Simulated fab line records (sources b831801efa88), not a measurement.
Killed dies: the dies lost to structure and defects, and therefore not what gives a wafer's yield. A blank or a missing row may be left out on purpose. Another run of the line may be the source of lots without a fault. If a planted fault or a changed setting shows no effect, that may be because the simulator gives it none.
Problem report in the 8D (eight disciplines) form, filled by code || flow sky130 || the parts of the form that need people (team, actions taken, sign-off) are left out

1. PROBLEM STATEMENT
At SKY_VIA2_ETCH_15, run-length-s averages 117.0 s over 6 wafers from 2 lots, while fault-free wafers read 112.4 s, standard deviation 0.54. That is +8.6 standard deviations from the usual mean.
The step: etches SiO2 in C4F8/O2/Ar, stops on TiN, target depth 546 nm, time 84 s.
Earliest sighting: wafer L432.2 on rie-diel-01 at day 41 01:28. At this step, 36 wafers from 12 lots have a number in the record. Rule for "out" (also "out of limits"): further than 4 standard deviations from the usual mean. All remaining wafers that have a number are taken as sound.

2. WHAT IT IS, WHAT IT ISN'T
{"question": "which readings at this step", "is": "run-length-s, oes-product-au", "is not": "-"}
{"question": "which lots", "is": "L432, L433", "is not": "L418, L419, L420, L421, L434, L436, L437, L439, L440, L441"}
{"question": "which wafers of those lots", "is": "all that have a number", "is not": "-"}
{"question": "read on which tools", "is": "rie-diel-01", "is not": "rie-diel-02, rie-diel-03"}
{"question": "when", "is": "from day 41 01:28", "is not": "up to then (12 sound wafers); but 18 sound wafers of L434, L436, L437, L439, L440, L441 came after"}

3. WHAT RULES OUT EACH SUSPECT
Counting: a tool at a process step up to the reading stays a suspect if it ran every lot that is out and no sound lot after the first of them.
- rie-diel-01 at SKY_VIA2_ETCH_15 (etches SiO2 in C4F8/O2/Ar, stops on TiN, target depth 546 nm, time 84 s): kept. It ran every lot that is out, first L432 (day 41 01:28), and no sound lot after that. Its own oes-product-au, run-length-s readings are out on those wafers.
Left after counting: rie-diel-01 at SKY_VIA2_ETCH_15.

4. THE CAUSE (what the simulator had put in)
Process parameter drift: rie-diel-01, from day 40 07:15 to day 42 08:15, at SKY_VIA2_ETCH_15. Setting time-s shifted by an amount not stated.
Counting left only this tool.

5. THE CHAIN OF EFFECTS, in route order
Rows list readings where the struck wafers' mean (over those with a number) sits beyond 3 standard deviations from the usual. Only readings whose record carries a usual standard deviation are examined. hours: median over the lots of the time between each lot's start at the first step of this table that gives one and its start at this step. sigmas: the change, counted in usual standard deviations.
{"hours": 0, "step": "SKY_VIA2_ETCH_15", "reading": "oes-product-au", "usual": "0.929 a.u.", "on struck wafers": 0.902, "change": -0.027, "sigmas": -5.9}
{"hours": 0, "step": "SKY_VIA2_ETCH_15", "reading": "run-length-s", "usual": "112.4 s", "on struck wafers": 117.0, "change": "+4.6", "sigmas": "+8.6"}
The process steps in it:
- SKY_VIA2_ETCH_15: etches SiO2 in C4F8/O2/Ar, stops on TiN, target depth 546 nm, time 84 s.
At these later measuring or inspecting steps, every struck wafer for which the step has a row has a number for every such reading, and none has moved that far: SKY_VIA2_THK_MEAS_23.

6. HOW IT WOULD HAVE BEEN CAUGHT EARLIER
In this record the first reading out of limits was taken at day 41 01:28, 18 hours after the fault began at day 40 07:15.
